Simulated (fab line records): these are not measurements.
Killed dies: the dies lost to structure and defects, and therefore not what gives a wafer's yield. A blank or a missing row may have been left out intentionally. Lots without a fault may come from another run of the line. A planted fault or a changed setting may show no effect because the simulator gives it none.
Chamber matching | flow sky130 | SKY_FIELD_ISO_CMP_27 on cmp-02: 4 sister chambers
The step polishes, stops on Si3N4, t overpolish 16 s, target thk 457.8 nm. 7 wafers are shown with their chamber, then 7 later ones without.

== WAFERS, EACH WITH ITS CHAMBER ==
wafer  | chamber | motor_current_A (A) | time_to_endpoint_s (s)
L662.2 | 2       | 12.7                | 109
L663.4 | 1       | 14.0                | 117
L669.1 | 3       | 13.2                | 113
L669.2 | 1       | 14.0                | 113
L669.4 | 0       | 12.8                | 112
L670.1 | 0       | 12.2                | 113
L670.4 | 3       | 13.2                | 119

== WAFERS WITHOUT THEIR CHAMBER ==
wafer  | motor_current_A (A) | time_to_endpoint_s (s)
L670.5 | 12.8                | 114
L682.2 | 13.5                | 111
L682.3 | 12.0                | 111
L682.4 | 12.7                | 111
L684.3 | 13.3                | 114
L684.5 | 12.8                | 114
L684.6 | 13.5                | 118

== THE CHAMBER EACH PASSED THROUGH ==
wafer  | from the rows above          | in truth
L670.5 | can't be placed: 0 or 2 or 3 | 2
L682.2 | can't be placed: 3 or 1 or 2 | 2
L682.3 | can't be placed: 0 or 2      | 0
L682.4 | can't be placed: 2 or 0 or 3 | 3
L684.3 | 3                            | 3
L684.5 | can't be placed: 0 or 2 or 3 | 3
L684.6 | can't be placed: 3 or 1      | 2
Correct placement for 1 of the 7. Not placeable from these rows: 6 (in 5, the candidates include the true chamber). Placed wrongly: 0.
How it was worked out, from the rows above alone: a wafer's distance from a chamber is the root of the sum, over the readings, of the square of ((its reading less the chamber's mean) divided by the reading's scatter). The wafer belongs to the nearest chamber; if the next one is less than 2 further off, it can't be placed. The mean given for a chamber averages the wafers shown for that chamber. How the scatter is found: for the shown wafers, subtract from each reading the mean of its chamber, square and add these, divide the total by (wafers less chambers), then take the root.
